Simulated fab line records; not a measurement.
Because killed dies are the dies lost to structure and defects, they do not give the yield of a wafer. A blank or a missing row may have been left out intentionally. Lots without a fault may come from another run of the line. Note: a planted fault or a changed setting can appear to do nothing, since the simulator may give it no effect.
Matching of chambers | flow gf180mcu | 4 sister chambers for GF_CONTACT_CMP_04 on cmp-01
The step polishes SiO2. 14 wafers are shown with their chamber, then 7 later ones without.

== WAFERS, EACH WITH ITS CHAMBER ==
wafer  | chamber | motor-current-A (A) | time-to-endpoint-s (s)
L075.3 | 3       | 11.4                | 102
L075.4 | 1       | 13.5                | 103
L075.5 | 1       | 13.5                | 107
L078.2 | 2       | 10.9                | 102
L078.3 | 3       | 11.6                | 103
L078.4 | 0       | 13.2                | 115
L084.4 | 1       | 14.3                | 118
L084.5 | 2       | 10.9                | 109
L084.6 | 1       | 14.1                | 106
L085.1 | 1       | 13.9                | 108
L085.4 | 3       | 11.2                | 109
L085.6 | 1       | 13.2                | 109
L088.3 | 0       | 13.6                | 104
L088.4 | 2       | 11.2                | 105

SIGNATURES (averages over the wafers above)
reading            | chamber 0 | chamber 1 | chamber 2 | chamber 3 | scatter within a chamber
motor-current-A    | 13.400    | 13.750    | 11.000    | 11.400    | 0.331
time-to-endpoint-s | 109.50    | 108.50    | 105.33    | 104.67    | 4.93
Rule: distance of a wafer from a chamber = root of the sum over the readings of ((wafer's reading minus chamber's mean) / reading's scatter) squared. The wafer belongs to the nearest chamber; if the next one is less than 2 further off, it can't be placed. How the scatter is found: for the shown wafers, subtract from each reading the mean of its chamber, square and add these, divide the total by (wafers less chambers), then take the root.

== WAFERS WITH NO CHAMBER GIVEN ==
wafer  | motor-current-A (A) | time-to-endpoint-s (s)
L088.6 | 12.9                | 113
L089.2 | 11.3                | 107
L089.5 | 11.5                | 117
L089.6 | 11.2                | 114
L095.2 | 11.2                | 107
L095.3 | 14.2                | 109
L095.4 | 13.3                | 108

== CHAMBER TAKEN BY EACH ==
wafer  | from the rows above     | in truth
L088.6 | can't be placed: 0 or 1 | 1
L089.2 | can't be placed: 3 or 2 | 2
L089.5 | can't be placed: 3 or 2 | 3
L089.6 | can't be placed: 2 or 3 | 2
L095.2 | can't be placed: 2 or 3 | 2
L095.3 | can't be placed: 1 or 0 | 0
L095.4 | can't be placed: 0 or 1 | 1
Correctly placed: 0 of 7. Cannot be placed on the basis of these rows: 7; the candidates contain the true chamber in 7. Number placed wrongly: 0.
